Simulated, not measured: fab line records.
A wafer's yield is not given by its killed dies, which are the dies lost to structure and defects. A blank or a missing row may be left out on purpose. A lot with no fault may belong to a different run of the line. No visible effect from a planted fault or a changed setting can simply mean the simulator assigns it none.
Chamber matching :: flow sky130 :: 4 sister chambers for SKY_FIELD_ISO_ETCH_15 on rieDiel-03
The step etches the open film in CHF3/O2, stops on Si, target depth 180 nm, time 72 s. 4 wafers are shown with their chamber, then 9 later ones without.

== WAFERS WITH THEIR CHAMBER ==
wafer: L561.6
chamber: 3
drypumpMotorCurrentA (A): 6.7

wafer: L566.1
chamber: 1
drypumpMotorCurrentA (A): 5.3

wafer: L566.3
chamber: 2
drypumpMotorCurrentA (A): 5.1

wafer: L566.4
chamber: 0
drypumpMotorCurrentA (A): 5.6

== WAFERS WHOSE CHAMBER IS MISSING ==
wafer: L569.1
drypumpMotorCurrentA (A): 5.6

wafer: L569.3
drypumpMotorCurrentA (A): 5.3

wafer: L569.6
drypumpMotorCurrentA (A): 5.0

wafer: L570.1
drypumpMotorCurrentA (A): 6.7

wafer: L570.4
drypumpMotorCurrentA (A): 5.6

wafer: L570.5
drypumpMotorCurrentA (A): 5.6

wafer: L572.3
drypumpMotorCurrentA (A): 5.2

wafer: L572.4
drypumpMotorCurrentA (A): 5.0

wafer: L572.5
drypumpMotorCurrentA (A): 6.7

== CHAMBER TAKEN BY EACH ==
wafer: L569.1
from the rows above: 0
in truth: 0

wafer: L569.3
from the rows above: 1
in truth: 1

wafer: L569.6
from the rows above: 2
in truth: 2

wafer: L570.1
from the rows above: 3
in truth: 3

wafer: L570.4
from the rows above: 0
in truth: 0

wafer: L570.5
from the rows above: 0
in truth: 0

wafer: L572.3
from the rows above: can't be placed: 1 or 2
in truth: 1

wafer: L572.4
from the rows above: 2
in truth: 2

wafer: L572.5
from the rows above: 3
in truth: 3
Correct placement for 8 of the 9. Cannot be placed on the basis of these rows: 1; the candidates contain the true chamber in 1. Wrongly placed: 0.
How it was worked out, from the rows above alone: a wafer's distance from a chamber is the root of the sum, over the readings, of the square of ((its reading less the chamber's mean) divided by the reading's scatter). The wafer belongs to the nearest chamber; if the next one is less than 2 further off, it can't be placed. Each chamber's mean is taken over the wafers shown for it. The scatter (one wafer shown for each chamber): square how far every hidden wafer sits from the nearest shown wafer, average those squares and take the square root.
